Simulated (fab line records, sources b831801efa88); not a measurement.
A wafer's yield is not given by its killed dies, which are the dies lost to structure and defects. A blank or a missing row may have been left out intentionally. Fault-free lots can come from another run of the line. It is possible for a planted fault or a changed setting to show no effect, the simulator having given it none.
fab line records | flow sky130
[record] lots = 6 | wafers = 18 | last-day = 50
route steps=708 shown SONOS_TUNNEL@156 SONOS_ONO@168 PAD_OPEN@708
lots with no fault: from the same line, run without faults
start-h: hours from the record's opening day to when the first of the lot's shown wafers began | wait-h: hours since the lot's step before | " identical to the entry in the row above | L1.1+2: several wafers, shown together as one row | - no value, or no start was given | * or withheld: withheld | < > ~ a bound
route shown NAME@n: a module of which the file shows steps, and the number in the route of the first | usual: average and standard deviation across the fault-free wafers | same: alike in all rows | chamber/n: place in a boat | sites: readings site by site | _std_site: standard deviation of those values | _edge_site: outer sites' mean less inner sites' | radius-mm: how far each site lies from the wafer's centre | mask NAME#n: copy n | behind: the last tool/chamber to shape the wafer | hold: reason for holding the lot/hours on hold/outcome of the hold | device: which transistor (n, p or np) failed to switch | end of line: the tests these same wafers got at the end of their route | where a step has no rows: the recipe by itself | killed: count of dies lost to structure and defects at first sort (not the wafer's yield) | map: dies across one wafer; x = killed, . = not, _ = none there
set.NAME: the run value of the setting; set.NAME@STEP: its run value at that earlier step | model.NAME: the simulator's own value behind a step, which no gauge read
lots at some steps of the route; a table a step, a row a wafer
services: from which hour (start-h, from the record's first day; less than 0 if before it) a tool's chamber was out of use, for how many hours, and why
[[steps]]
[step SKY_SONOS_TUNNEL_COAT_02]
[recipe] resist = NOVOLAK | spin-rpm = 3000 | resist-thk-nm = 1140
[step SKY_SONOS_TUNNEL_SOFTBAKE_03]
[recipe] temp-c = 90 | time-s = 60 | resist = NOVOLAK
[step SKY_SONOS_TUNNEL_EXPOSE_04]
[recipe] mask-id = TUNM | na = 0.6 | source-shape = conventional | sigma-outer = 0.6 | polarization = unpolarized | target-cd-nm = 410 | dose-mj = 136
[step SKY_SONOS_TUNNEL_PEB_05]
[recipe] temp-c = withheld | time-s = * | resist = NOVOLAK
[step SKY_SONOS_TUNNEL_DEVELOP_06]
[recipe] resist = NOVOLAK | developer = TMAH | develop-time-s = 60 | dev-temp-c = 23.73
[step SKY_SONOS_TUNNEL_CD_MEAS_07]
[recipe] target-cd-nm = 410
[usual] cd-nm = 410.1/2.4
lot.wafer | tool      | chamber | start-h | wait-h | cd-nm
L939.2    | cd-sem-01 | -       | 260.05  | 0.1    | 409.8
L939.3    | "         | -       | "       | "      | 410.2
L939.4    | "         | -       | "       | "      | 410.7
L941.2    | cd-sem-01 | -       | 276.11  | 0.1    | 408.4
L941.3    | "         | -       | "       | "      | 406.6
L941.4    | "         | -       | "       | "      | 406.8
L950.1    | cd-sem-01 | -       | 378.03  | 0.1    | 413.3
L950.2    | "         | -       | "       | "      | 413.4
L950.4    | "         | -       | "       | "      | 415.9
L953.3    | cd-sem-01 | -       | 384.72  | 0.1    | 413.3
L953.5    | "         | -       | "       | "      | 411.4
L953.6    | "         | -       | "       | "      | 413.5
L954.2    | cd-sem-02 | -       | 392.52  | 0.1    | 409.3
L954.4    | "         | -       | "       | "      | 410.4
L954.5    | "         | -       | "       | "      | 411.9
L959.2    | cd-sem-01 | -       | 427.50  | 0.1    | 412.8
L959.3    | "         | -       | "       | "      | 413.8
L959.5    | "         | -       | "       | "      | 413.9
[step SKY_SONOS_TUNNEL_OVL_MEAS_08]
[usual] SONOS_TUNNEL_OVL = -0.5/1
lot.wafer | tool       | chamber | start-h | wait-h | SONOS_TUNNEL_OVL[nm]
L939.2    | overlay-02 | -       | 260.15  | 0.1    | -0.2
L939.3    | "          | -       | "       | "      | -1.0
L939.4    | "          | -       | "       | "      | 1.0
L941.2    | overlay-02 | -       | 276.22  | 0.1    | -0.2
L941.3    | "          | -       | "       | "      | -1.1
L941.4    | "          | -       | "       | "      | -0.5
L950.1    | overlay-01 | -       | 378.15  | 0.1    | 0.7
L950.2    | "          | -       | "       | "      | -0.5
L950.4    | "          | -       | "       | "      | 0.1
L953.3    | overlay-02 | -       | 384.81  | 0.1    | -0.6
L953.5    | "          | -       | "       | "      | -1.5
L953.6    | "          | -       | "       | "      | -1.5
L954.2    | overlay-01 | -       | 392.62  | 0.1    | -1.1
L954.4    | "          | -       | "       | "      | -0.1
L954.5    | "          | -       | "       | "      | 0.8
L959.2    | overlay-02 | -       | 427.60  | 0.1    | 0.1
L959.3    | "          | -       | "       | "      | 0.4
L959.5    | "          | -       | "       | "      | 0.5
[step SKY_SONOS_TUNNEL_IMPLANT_09]
[recipe] species = B | energy-kev = 20 | dose-cm2 = 1e+12 | tilt-deg = withheld
[step SKY_SONOS_TUNNEL_WET_ETCH_10]
[recipe] chemistry = dHF | target-depth-nm = 14 | target = SiO2 | dilution = 100:1 | temp-c = 25 | time-s = 280
[step SKY_SONOS_TUNNEL_STRIP_11]
[recipe] chemistry = SPM | time-s = 600 | temp-c = 130
[step SKY_SONOS_TUNNEL_TW_MEAS_12]
[usual] SONOS_TUNNEL_TW = 197.8/1.9
lot.wafer | tool          | chamber | start-h | wait-h | SONOS_TUNNEL_TW
L939.2    | film-metro-03 | -       | 260.63  | 0.0    | 196.9
L939.3    | "             | -       | "       | "      | 196.4
L939.4    | "             | -       | "       | "      | 197.1
L941.2    | film-metro-02 | -       | 276.69  | 0.0    | 197.4
L941.3    | "             | -       | "       | "      | 198.6
L941.4    | "             | -       | "       | "      | 198.2
L950.1    | film-metro-03 | -       | 378.59  | 0.0    | 195.2
L950.2    | "             | -       | "       | "      | 196.8
L950.4    | "             | -       | "       | "      | 195.8
L953.3    | film-metro-02 | -       | 385.26  | 0.0    | 197.8
L953.5    | "             | -       | "       | "      | 197.6
L953.6    | "             | -       | "       | "      | 196.6
L954.2    | film-metro-02 | -       | 393.08  | 0.0    | 197.3
L954.4    | "             | -       | "       | "      | 197.0
L954.5    | "             | -       | "       | "      | 196.5
L959.2    | film-metro-04 | -       | 428.07  | 0.0    | 199.4
L959.3    | "             | -       | "       | "      | 200.4
L959.5    | "             | -       | "       | "      | 200.0
[step SKY_SONOS_TUNNEL_CLEAN_13]
[recipe] chemistry = dHF | time-s = 20 | dilution = 100:1 | dry = ipa-marangoni
[step SKY_SONOS_ONO_OXIDATION_00]
[recipe] temp-c = 800 | ambient = O2 | idle-temp-c = 700 | ramp-up-c-per-min = 10 | ramp-down-c-per-min = 3 | stabilise-s = 600 | purge-s = 300 | target-thk-a = 26 | ox-time-s = 1249
[usual] spike-tc-bottom-C = 814.7/1.1 | spike-tc-centre-C = 800.5/1.4 | spike-tc-lower-C = 800.5/1.4 | spike-tc-upper-C = 801.1/1.6 | tube-center-temp-C = 800/0.076 | tube_center_temp_C_max = 802.1/0.34
lot.wafer | tool       | chamber | start-h | wait-h | spike-tc-bottom-C | spike-tc-centre-C | spike-tc-lower-C | spike-tc-upper-C | tube-center-temp-C | tube_center_temp_C_max | model.SiO2_of_SONOS_ONO_OXIDATION_00.thk-nm
L939.2    | furnace-02 | 0       | 263.35  | 2.7    | 813.6             | 801.7             | 800.2            | 801.5            | 800.05             | 801.7                  | 2.572
L939.3    | "          | 0       | "       | "      | 815.1             | 801.0             | 798.7            | 799.5            | 800.03             | 801.7                  | 2.584
L939.4    | "          | 0       | "       | "      | 815.2             | 803.1             | 799.3            | 798.7            | 800.03             | 802.2                  | 2.566
L941.2    | furnace-02 | 0       | 277.28  | 0.5    | 813.3             | 801.6             | 799.5            | 800.9            | 799.95             | 801.8                  | 2.614
L941.3    | "          | 0       | "       | "      | 815.2             | 801.3             | 798.7            | 799.7            | 800.01             | 801.9                  | 2.583
L941.4    | "          | 0       | "       | "      | 814.9             | 803.4             | 800.6            | 800.4            | 799.92             | 802.4                  | 2.623
L950.1    | furnace-02 | 0       | 378.67  | 0.0    | 822.3             | 809.1             | 807.2            | 808.4            | 808.68             | 810.3                  | 2.982
L950.2    | "          | 0       | "       | "      | 823.7             | 811.0             | 810.8            | 807.7            | 808.64             | 810.8                  | 2.955
L950.4    | "          | 0       | "       | "      | 822.1             | 811.2             | 806.6            | 809.2            | 808.66             | 810.8                  | 2.981
L953.3    | furnace-02 | 0       | 387.67  | 2.4    | 823.3             | 811.4             | 807.2            | 809.6            | 808.72             | 810.5                  | 3.03
L953.5    | "          | 0       | "       | "      | 824.0             | 808.8             | 808.1            | 807.6            | 808.59             | 810.5                  | 3.054
L953.6    | "          | 0       | "       | "      | 823.4             | 810.7             | 808.4            | 809.7            | 808.64             | 810.8                  | 3.041
L954.2    | furnace-01 | 0       | 393.92  | 0.8    | 814.1             | 800.1             | 801.1            | 799.2            | 799.99             | 802.2                  | 2.562
L954.4    | "          | 0       | "       | "      | 814.8             | 799.8             | 801.7            | 801.5            | 800.07             | 801.7                  | 2.565
L954.5    | "          | 0       | "       | "      | 815.0             | 799.4             | 800.4            | 804.5            | 799.96             | 801.9                  | 2.557
L959.2    | furnace-01 | 0       | 429.39  | 1.3    | 814.5             | 799.1             | 799.3            | 801.3            | 799.98             | 802.5                  | 2.549
L959.3    | "          | 0       | "       | "      | 816.6             | 799.7             | 803.5            | 802.5            | 799.93             | 801.8                  | 2.529
L959.5    | "          | 0       | "       | "      | 814.2             | 800.8             | 800.6            | 803.5            | 800.12             | 801.9                  | 2.62
[step SKY_SONOS_ONO_THK_MEAS_01]
[recipe] reads = SiO2_of_SONOS_ONO_OXIDATION_00
[usual] SONOS_ONO_OXIDATION_THK = 2.60/0.055
lot.wafer | tool          | chamber | start-h | wait-h | SONOS_ONO_OXIDATION_THK[nm]
L939.2    | film-metro-03 | -       | 264.70  | 0.0    | 2.51
L939.3    | "             | -       | "       | "      | 2.67
L939.4    | "             | -       | "       | "      | 2.56
L941.2    | film-metro-01 | -       | 278.63  | 0.0    | 2.66
L941.3    | "             | -       | "       | "      | 2.58
L941.4    | "             | -       | "       | "      | 2.64
L950.1    | film-metro-03 | -       | 380.01  | 0.0    | 2.97
L950.2    | "             | -       | "       | "      | 2.95
L950.4    | "             | -       | "       | "      | 2.97
L953.3    | film-metro-01 | -       | 389.04  | 0.0    | 3.02
L953.5    | "             | -       | "       | "      | 3.09
L953.6    | "             | -       | "       | "      | 3.03
L954.2    | film-metro-03 | -       | 395.27  | 0.0    | 2.54
L954.4    | "             | -       | "       | "      | 2.54
L954.5    | "             | -       | "       | "      | 2.56
L959.2    | film-metro-01 | -       | 430.75  | 0.0    | 2.52
L959.3    | "             | -       | "       | "      | 2.55
L959.5    | "             | -       | "       | "      | 2.58
[step SKY_SONOS_ONO_CVD_02]
[recipe] material = Si3N4 | precursor = DCS/NH3 | target-thk-nm = 10.5 | temp-c = 770 | time-s = 180 | pressure-mtorr = 250
[step SKY_PAD_OPEN_PROBE_99]
[usual] killed_at_M0_to_M3 = 42/6.7 | killed_at_M4_up = 3.4/2 | killed-at-contacts = 24/5.1 | killed-at-front-end = 14/4.2 | killed-at-other = 0.2/0.49 | killed-dies = 84/8.4 | killed-open = 46/7 | killed-short = 39/5.8
[same] gross-dies = 492 | killed-at-back-side = 0
lot.wafer | tool      | chamber | start-h | wait-h | killed_at_M0_to_M3 | killed_at_M4_up | killed-at-contacts | killed-at-front-end | killed-at-other | killed-dies | killed-open | killed-short | model.etest.sonos-erased.drive-ua-um | model.etest.cap-ono.gate-log10-a-cm2 | model.etest.sonos-erased.vt-v | model.etest.cap-ono.tox-acc-nm | model.etest.sonos-programmed.vt-v | model.etest.sonos-baked.vt-less-v
L939.2    | prober-01 | -       | 1086.06 | 0.1    | 53                 | 1               | 25                 | 13                  | 1               | 93          | 55          | 38           | 195.7                                | -8.025                               | -2.282                        | 12.96                          | 1.398                             | -0.5127
L939.3    | prober-01 | -       | 1086.11 | 0.2    | 35                 | 5               | 31                 | 18                  | 0               | 89          | 58          | 31           | 169.7                                | -8.101                               | -2.216                        | 13.04                          | 1.352                             | -0.4647
L939.4    | prober-01 | -       | 1086.16 | 0.2    | 46                 | 6               | 16                 | 17                  | 0               | 85          | 33          | 52           | 168.1                                | -8.204                               | -2.189                        | 13.13                          | 1.312                             | -0.492
L941.2    | prober-01 | -       | 1096.87 | 0.1    | 36                 | 2               | 23                 | 15                  | 0               | 76          | 34          | 42           | 201.4                                | -7.845                               | -2.331                        | 12.82                          | 1.488                             | -0.5132
L941.3    | prober-01 | -       | 1096.92 | 0.2    | 41                 | 1               | 26                 | 14                  | 1               | 83          | 57          | 26           | 218.7                                | -7.922                               | -2.33                         | 12.88                          | 1.455                             | -0.5136
L941.4    | prober-01 | -       | 1096.97 | 0.2    | 45                 | 4               | 22                 | 14                  | 1               | 86          | 45          | 41           | 173.6                                | -7.81                                | -2.302                        | 12.81                          | 1.497                             | -0.5626
L950.1    | prober-01 | -       | 1172.87 | 0.1    | 34                 | 3               | 17                 | 17                  | 0               | 71          | 34          | 37           | 134.9                                | -8.634                               | -1.75                         | 13.44                          | 1.229                             | -0.3259
L950.2    | prober-01 | -       | 1172.92 | 0.1    | 50                 | 1               | 36                 | 11                  | 0               | 98          | 62          | 36           | 140.8                                | -8.628                               | -1.791                        | 13.4                           | 1.239                             | -0.3695
L950.4    | prober-01 | -       | 1173.02 | 0.2    | 40                 | 4               | 29                 | 16                  | 1               | 90          | 52          | 38           | 112.6                                | -8.748                               | -1.667                        | 13.58                          | 1.21                              | -0.3533
L953.3    | prober-01 | -       | 1177.38 | 0.2    | 51                 | 6               | 18                 | 10                  | 0               | 85          | 44          | 41           | 149.9                                | -8.375                               | -1.863                        | 13.21                          | 1.379                             | -0.3887
L953.5    | prober-01 | -       | 1177.48 | 0.2    | 44                 | 5               | 19                 | 12                  | 0               | 80          | 51          | 29           | 135.6                                | -8.7                                 | -1.699                        | 13.41                          | 1.252                             | -0.3241
L953.6    | prober-01 | -       | 1177.53 | 0.2    | 39                 | 3               | 23                 | 16                  | 0               | 81          | 42          | 39           | 125.2                                | -8.503                               | -1.756                        | 13.29                          | 1.255                             | -0.3326
L954.2    | prober-02 | -       | 1181.86 | 0.1    | 37                 | 5               | 24                 | 7                   | 0               | 73          | 41          | 32           | 201.6                                | -8                                   | -2.306                        | 12.89                          | 1.481                             | -0.533
L954.4    | prober-02 | -       | 1181.96 | 0.2    | 43                 | 2               | 16                 | 18                  | 0               | 79          | 40          | 39           | 181.7                                | -7.887                               | -2.298                        | 12.84                          | 1.5                               | -0.5266
L954.5    | prober-02 | -       | 1182.01 | 0.2    | 24                 | 8               | 19                 | 17                  | 2               | 70          | 28          | 42           | 176.3                                | -7.942                               | -2.272                        | 12.85                          | 1.48                              | -0.4941
L959.2    | prober-01 | -       | 1199.49 | 0.1    | 36                 | 5               | 18                 | 15                  | 0               | 74          | 37          | 37           | 207.7                                | -7.881                               | -2.332                        | 12.86                          | 1.458                             | -0.4801
L959.3    | prober-01 | -       | 1199.54 | 0.2    | 48                 | 4               | 32                 | 4                   | 0               | 88          | 46          | 42           | 219.4                                | -7.751                               | -2.38                         | 12.73                          | 1.535                             | -0.5516
L959.5    | prober-01 | -       | 1199.64 | 0.2    | 46                 | 2               | 20                 | 17                  | 0               | 85          | 47          | 38           | 211.8                                | -7.887                               | -2.325                        | 12.8                           | 1.495                             | -0.4949
// killed by level:class
L939.2 VIA1:geometric-particle:open=16 CONTACT:geometric-particle:open=8 METAL3:geometric-particle:short=8 LI_CONTACT:geometric-particle:open=6 VIA2:geometric-particle:open=6 VIA1:geometric-particle:short=5 POLY_GATE:geometric-particle:open=5 LOCAL_INTERCONNECT:geometric-particle:short=4
L939.3 VIA1:geometric-particle:open=12 CONTACT:geometric-particle:open=12 FIELD_ISO:geometric-particle:open=7 LI_CONTACT:geometric-particle:open=7 VIA2:geometric-particle:open=6 CONTACT:geometric-particle:short=5 LOCAL_INTERCONNECT:geometric-particle:short=4 VIA3:geometric-particle:open=4
L939.4 VIA1:geometric-particle:open=11 METAL2:geometric-particle:short=8 FIELD_ISO:geometric-particle:short=7 LI_CONTACT:geometric-particle:open=7 METAL3:geometric-particle:short=7 METAL1:geometric-particle:short=6 VIA1:geometric-particle:short=5 LOCAL_INTERCONNECT:geometric-particle:short=4
L941.2 METAL2:geometric-particle:short=8 VIA3:geometric-particle:open=8 CONTACT:geometric-particle:short=8 VIA1:geometric-particle:open=6 LI_CONTACT:geometric-particle:short=6 POLY_GATE:geometric-particle:short=5 LI_CONTACT:geometric-particle:open=5 VIA2:geometric-particle:open=4
L941.3 CONTACT:geometric-particle:open=10 LI_CONTACT:geometric-particle:open=8 VIA3:geometric-particle:open=8 VIA1:geometric-particle:open=7 VIA2:geometric-particle:open=7 POLY_GATE:geometric-particle:open=6 METAL2:geometric-particle:short=5 VIA1:geometric-particle:short=4
L941.4 VIA1:geometric-particle:open=12 VIA3:geometric-particle:open=10 CONTACT:geometric-particle:open=9 METAL2:geometric-particle:short=8 POLY_GATE:geometric-particle:short=6 FIELD_ISO:geometric-particle:open=4 LOCAL_INTERCONNECT:geometric-particle:short=4 METAL1:geometric-particle:short=4
L950.1 VIA1:geometric-particle:open=7 VIA3:geometric-particle:open=6 LOCAL_INTERCONNECT:geometric-particle:short=6 SPACER:geometric-particle:short=4 LI_CONTACT:geometric-particle:open=4 METAL1:geometric-particle:short=4 METAL3:geometric-particle:short=4 FIELD_ISO:geometric-particle:short=3
L950.2 CONTACT:geometric-particle:open=15 VIA1:geometric-particle:open=15 LI_CONTACT:geometric-particle:open=11 VIA2:geometric-particle:open=7 LOCAL_INTERCONNECT:geometric-particle:short=6 METAL1:geometric-particle:short=6 VIA3:geometric-particle:open=5 METAL2:geometric-particle:short=4
L950.4 VIA3:geometric-particle:open=9 VIA1:geometric-particle:open=9 CONTACT:geometric-particle:open=9 CONTACT:geometric-particle:short=7 FIELD_ISO:geometric-particle:short=5 LI_CONTACT:geometric-particle:short=5 LI_CONTACT:geometric-particle:open=5 VIA2:geometric-particle:open=5
L953.3 VIA3:geometric-particle:open=11 CONTACT:geometric-particle:open=10 VIA2:geometric-particle:short=7 VIA2:geometric-particle:open=7 VIA1:geometric-particle:open=5 METAL4:geometric-particle:short=5 METAL3:geometric-particle:short=5 VIA3:geometric-particle:short=5
L953.5 VIA1:geometric-particle:open=13 LI_CONTACT:geometric-particle:open=9 CONTACT:geometric-particle:open=8 VIA3:geometric-particle:open=6 METAL2:geometric-particle:short=5 POLY_GATE:geometric-particle:open=4 METAL1:geometric-particle:short=4 VIA1:geometric-particle:short=4
L953.6 VIA1:geometric-particle:open=8 LI_CONTACT:geometric-particle:short=7 VIA2:geometric-particle:open=7 METAL1:geometric-particle:short=6 POLY_GATE:geometric-particle:open=5 VIA3:geometric-particle:open=5 LOCAL_INTERCONNECT:geometric-particle:short=5 FIELD_ISO:geometric-particle:open=4
L954.2 CONTACT:geometric-particle:open=9 VIA2:geometric-particle:open=8 CONTACT:geometric-particle:short=7 METAL2:geometric-particle:short=7 VIA1:geometric-particle:open=6 LI_CONTACT:geometric-particle:open=5 VIA3:geometric-particle:open=4 POLY_GATE:geometric-particle:short=3
L954.4 VIA1:geometric-particle:open=8 VIA3:geometric-particle:open=8 METAL1:geometric-particle:short=7 METAL2:geometric-particle:short=7 FIELD_ISO:geometric-particle:short=6 POLY_GATE:geometric-particle:open=5 CONTACT:geometric-particle:open=4 VIA2:geometric-particle:open=4
L954.5 VIA1:geometric-particle:open=8 FIELD_ISO:geometric-particle:short=7 METAL4:geometric-particle:short=5 CONTACT:geometric-particle:short=4 CONTACT:geometric-particle:open=4 FIELD_ISO:geometric-particle:open=3 POLY_GATE:geometric-particle:short=3 VIA3:geometric-particle:open=3
L959.2 VIA3:geometric-particle:short=7 CONTACT:geometric-particle:open=6 VIA1:geometric-particle:open=6 VIA2:geometric-particle:open=6 LOCAL_INTERCONNECT:geometric-particle:short=5 POLY_GATE:geometric-particle:short=4 VIA2:geometric-particle:short=4 METAL4:geometric-particle:short=4
L959.3 LI_CONTACT:geometric-particle:open=12 METAL1:geometric-particle:short=10 VIA1:geometric-particle:open=9 CONTACT:geometric-particle:open=8 VIA1:geometric-particle:short=6 LOCAL_INTERCONNECT:geometric-particle:short=4 CONTACT:geometric-particle:short=4 VIA2:geometric-particle:open=4
L959.5 VIA1:geometric-particle:open=10 VIA2:geometric-particle:open=8 METAL2:geometric-particle:short=6 VIA3:geometric-particle:open=6 LI_CONTACT:geometric-particle:open=5 METAL1:geometric-particle:short=5 POLY_GATE:geometric-particle:short=4 POLY_GATE:geometric-particle:open=4
[[services]]
tool       | chamber | start-h | hours | kind
furnace-01 | -       | 262.96  | 3.0   | pm
furnace-02 | -       | 325.28  | 4.1   | pm
[[key]]
[first-sign] step = SKY_SONOS_ONO_OXIDATION_00 | reading = tube-center-temp-C | direction = up | sigmas = 99+ | usual = * | struck = *
[effect] step = SKY_SONOS_ONO_OXIDATION_00 | reading = tube_center_temp_C_max | direction = up | sigmas = 25 | usual = * | struck = *
[effect] step = SKY_SONOS_ONO_THK_MEAS_01 | reading = SONOS_ONO_OXIDATION_THK | direction = up | sigmas = 7.3 | usual = 2.60 | struck = 3.00
[model-effect] step = SKY_SONOS_ONO_OXIDATION_00 | value = SiO2_of_SONOS_ONO_OXIDATION_00.thk-nm | without = 2.667 | struck = 3.007
[model-effect] step = SKY_PAD_OPEN_PROBE_99 | value = etest.sonos-erased.drive-ua-um | without = 174.2 | struck = 133.2
met-at SKY_SONOS_ONO_OXIDATION_00
struck-wafers L950.1,L950.2,L950.4,L953.3,L953.5,L953.6
tester-left-out L950,L953
onset-between 277.28 378.67
[fault] kind = process-parameter-drift | tool = furnace-02 | chamber = - | onset-h = 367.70 | steps = SKY_SONOS_ONO_OXIDATION_00 | channel = temp-c | offset = * | shape = step | end-h = 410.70 | acts-in = * | stated = *
// tester-left-out: of these lots the tester's yield and bins aren't shown, on N5 and GAA mostly nor the transistor test; their killed dies are dies lost to structure and defects alone, not to doping, threshold or leakage, so they don't give the yield
